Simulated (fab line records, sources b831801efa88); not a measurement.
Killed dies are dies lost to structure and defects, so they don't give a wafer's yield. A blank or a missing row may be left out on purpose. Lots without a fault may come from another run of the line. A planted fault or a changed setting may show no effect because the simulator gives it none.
Which tool did it? | flow sky130 | 11 lots, 33 wafers sampled, at 5 steps of a route of 708

WHAT THE GAUGES READ, wafer by wafer
SKY_FIELD_ISO_THK_MEAS_04. Usual: FIELD_ISO_CVD_03_THK 164.1 nm, standard deviation 1.8.
lot  | measured    | on            | FIELD_ISO_CVD_03_THK (nm) | flag
L162 | day 1 18:05 | film_metro-03 | 162.8 164.8 162.3         |
L163 | day 1 21:59 | film_metro-01 | 163.9 164.1 163.0         |
L167 | day 2 16:15 | film_metro-03 | 162.3 161.2 159.3         |
L168 | day 2 23:54 | film_metro-03 | 162.4 162.2 162.1         |
L170 | day 3 06:47 | film_metro-04 | 166.2 165.9 164.6         |
L171 | day 3 11:12 | film_metro-01 | 161.4 161.1 162.7         |
L172 | day 3 15:29 | film_metro-01 | 163.6 163.8 163.5         |
L177 | day 4 17:51 | film_metro-01 | 163.8 164.6 164.2         |
L178 | day 4 21:29 | film_metro-03 | 163.5 163.2 164.6         |
L180 | day 5 08:17 | film_metro-04 | 165.1 166.1 164.9         |
L183 | day 5 23:02 | film_metro-04 | 163.4 163.9 163.6         |

SKY_VT_ADJUST_NCORE_CD_MEAS_07: target cd 380 nm. Usual: cd_nm 380.2 nm, standard deviation 2.
lot  | measured     | on        | cd_nm (nm)        | flag
L162 | day 7 06:25  | cd_sem-02 | 377.3 377.7 377.9 |
L163 | day 8 12:11  | cd_sem-02 | 380.6 380.8 380.7 |
L167 | day 10 03:25 | cd_sem-02 | 381.1 382.9 382.4 |
L168 | day 10 11:43 | cd_sem-02 | 383.7 381.9 383.4 |
L170 | day 11 03:21 | cd_sem-02 | 379.9 376.3 376.9 |
L171 | day 11 12:49 | cd_sem-02 | 373.5 371.4 371.4 | OFF
L172 | day 11 20:58 | cd_sem-02 | 383.9 382.3 384.0 |
L177 | day 13 05:43 | cd_sem-02 | 369.8 370.4 371.6 | OFF
L178 | day 13 13:37 | cd_sem-01 | 372.3 370.3 371.9 | OFF
L180 | day 14 08:41 | cd_sem-01 | 381.0 379.0 379.4 |
L183 | day 15 22:56 | cd_sem-02 | 378.7 377.4 379.3 |

WHICH TOOL RAN EACH LOT (tool, then ch and the chambers of the sampled wafers, then the start)
lot  | SKY_DNWELL_STRIP_08                 | SKY_PWDE_STRIP_09                   | SKY_VT_ADJUST_NCORE_EXPOSE_04
L162 | plasma_asher-04 ch 0,1, day 2 12:44 | plasma_asher-02 ch 0,1, day 2 18:12 | iline_stepper-02 ch 0, day 6 20:29
L163 | plasma_asher-03 ch 0,1, day 3 03:27 | plasma_asher-03 ch 0,1, day 3 19:53 | iline_stepper-01 ch 0, day 8 02:31
L167 | plasma_asher-03 ch 0,1, day 4 07:46 | plasma_asher-03 ch 0,1, day 5 01:06 | iline_stepper-01 ch 0, day 9 16:02
L168 | plasma_asher-04 ch 0,1, day 4 14:27 | plasma_asher-02 ch 0,1, day 5 08:09 | iline_stepper-01 ch 0, day 10 00:58
L170 | plasma_asher-02 ch 0,1, day 5 00:01 | plasma_asher-01 ch 0,1, day 5 18:57 | iline_stepper-02 ch 0, day 10 14:17
L171 | plasma_asher-04 ch 0,1, day 5 08:28 | plasma_asher-03 ch 0,1, day 6 03:14 | iline_stepper-01 ch 0, day 11 01:12
L172 | plasma_asher-03 ch 1, day 5 12:28   | plasma_asher-02 ch 0,1, day 6 08:17 | iline_stepper-02 ch 0, day 11 08:38
L177 | plasma_asher-03 ch 0,1, day 6 16:11 | plasma_asher-02 ch 0,1, day 7 12:05 | iline_stepper-01 ch 0, day 12 16:59
L178 | plasma_asher-04 ch 0,1, day 6 21:10 | plasma_asher-03 ch 0,1, day 7 17:02 | iline_stepper-01 ch 0, day 13 02:04
L180 | plasma_asher-02 ch 0,1, day 7 11:15 | plasma_asher-01 ch 0,1, day 8 06:34 | iline_stepper-02 ch 0, day 13 18:43
L183 | plasma_asher-03 ch 0,1, day 8 14:15 | plasma_asher-03 ch 0,1, day 9 13:17 | iline_stepper-02 ch 0, day 15 09:00
- SKY_DNWELL_STRIP_08: strips in O2/N2.
- SKY_PWDE_STRIP_09: strips in O2/N2.
- SKY_VT_ADJUST_NCORE_EXPOSE_04: exposes mask LVTN COMPLEMENT THIN, target cd 380 nm.

WHAT THE TOOLS THEMSELVES READ (means of the sampled wafers that have a number; where no wafer has one, the mark that the record gives instead)
SKY_DNWELL_STRIP_08. Usual: drypump_motor_current_A 5.9 A, standard deviation 0.52; oes_product_au 0.722 a.u., standard deviation 0.0044; strip_time_to_endpoint_s 36.95 s, standard deviation 0.081.
lot  | tool            | drypump_motor_current_A (A) | oes_product_au (a.u.) | strip_time_to_endpoint_s (s) | flag
L162 | plasma_asher-04 | 5.9                         | 0.726                 | 37.00                        |
L163 | plasma_asher-03 | 5.4                         | 0.719                 | 36.87                        |
L167 | plasma_asher-03 | 5.5                         | 0.720                 | 36.99                        |
L168 | plasma_asher-04 | 5.9                         | 0.724                 | 37.04                        |
L170 | plasma_asher-02 | 6.4                         | 0.722                 | 37.02                        |
L171 | plasma_asher-04 | 5.9                         | 0.726                 | 36.99                        |
L172 | plasma_asher-03 | 5.3                         | 0.725                 | 36.85                        |
L177 | plasma_asher-03 | 5.6                         | 0.723                 | 36.91                        |
L178 | plasma_asher-04 | 5.5                         | 0.720                 | 36.86                        |
L180 | plasma_asher-02 | 6.3                         | 0.728                 | 37.03                        |
L183 | plasma_asher-03 | 5.4                         | 0.722                 | 36.95                        |

SKY_PWDE_STRIP_09. Usual: drypump_motor_current_A 5.9 A, standard deviation 0.41; oes_product_au 0.723 a.u., standard deviation 0.0046; strip_time_to_endpoint_s 36.89 s, standard deviation 0.1.
lot  | tool            | drypump_motor_current_A (A) | oes_product_au (a.u.) | strip_time_to_endpoint_s (s) | flag
L162 | plasma_asher-02 | 6.4                         | 0.728                 | 36.90                        |
L163 | plasma_asher-03 | 5.4                         | 0.724                 | 36.76                        |
L167 | plasma_asher-03 | 5.6                         | 0.726                 | 37.07                        |
L168 | plasma_asher-02 | 6.4                         | 0.720                 | 36.91                        |
L170 | plasma_asher-01 | 5.6                         | 0.722                 | 36.85                        |
L171 | plasma_asher-03 | 5.6                         | 0.726                 | 36.90                        |
L172 | plasma_asher-02 | 6.3                         | 0.723                 | 36.94                        |
L177 | plasma_asher-02 | 6.4                         | 0.726                 | 36.88                        |
L178 | plasma_asher-03 | 5.5                         | 0.720                 | 36.93                        |
L180 | plasma_asher-01 | 5.8                         | 0.722                 | 36.88                        |
L183 | plasma_asher-03 | 5.6                         | 0.721                 | 36.90                        |

SKY_VT_ADJUST_NCORE_EXPOSE_04. Usual: exposure_dose_mJ_cm2 139.01, standard deviation 0.14; stage_vel_mm_s 500.00 mm/s, standard deviation 0.23.
lot  | tool             | exposure_dose_mJ_cm2 | stage_vel_mm_s (mm/s) | flag
L162 | iline_stepper-02 | 138.97               | 499.88                |
L163 | iline_stepper-01 | 139.04               | 500.17                |
L167 | iline_stepper-01 | 138.97               | 500.21                |
L168 | iline_stepper-01 | 139.05               | 499.84                |
L170 | iline_stepper-02 | 139.01               | 499.88                |
L171 | iline_stepper-01 | 133.66               | 500.24                | OFF
L172 | iline_stepper-02 | 139.25               | 500.16                |
L177 | iline_stepper-01 | 134.97               | 500.09                | OFF
L178 | iline_stepper-01 | 134.71               | 499.80                | OFF
L180 | iline_stepper-02 | 138.92               | 499.91                |
L183 | iline_stepper-02 | 138.78               | 499.82                |

THE ANSWER, worked out from the rows above alone
Rule: a lot is off if the mean of its wafers that have a number lies more than 3 standard deviations from the usual mean. A lot without any number at a reading at which 4 lots or more have one is off too. The other lots that the step has rows for count as sound. The gauges are gone through in route order, then the tools' own readings, and for those a lot's mean is taken as printed above. The first step at which some lot is off is used, and at that step the reading that is off furthest; a lot without a number counts as furthest.
Off: L171, L177, L178, at SKY_VT_ADJUST_NCORE_CD_MEAS_07 (cd_nm).
A tool fits if, at a process step before that reading, it ran every lot that is off, and no sound lot after the first of them. The gauges at SKY_VT_ADJUST_NCORE_CD_MEAS_07 aren't tried: what is off there is off at SKY_VT_ADJUST_NCORE_EXPOSE_04 too, on other tools, and a gauge's error can't cause that. One fits: iline_stepper-01 at SKY_VT_ADJUST_NCORE_EXPOSE_04. Its last sound lot is L168 (day 10 00:58), its first lot that is off L171 (day 11 01:12): a fault that began between those two fits.
The tool's own readings at SKY_VT_ADJUST_NCORE_EXPOSE_04 bear it out: on the lots that are off they differ by more than 5 times the standard deviation of the sound lots' means. exposure_dose_mJ_cm2 reads 134.45 there against 139.00 on the sound lots.

WHAT THE SIMULATOR HAD PUT IN
Process parameter drift: iline_stepper-01, from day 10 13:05 on, at SKY_VT_ADJUST_NCORE_EXPOSE_04. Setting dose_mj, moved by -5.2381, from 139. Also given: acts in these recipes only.
Lots struck among those shown: L171, L177, L178. The rule above found the same.
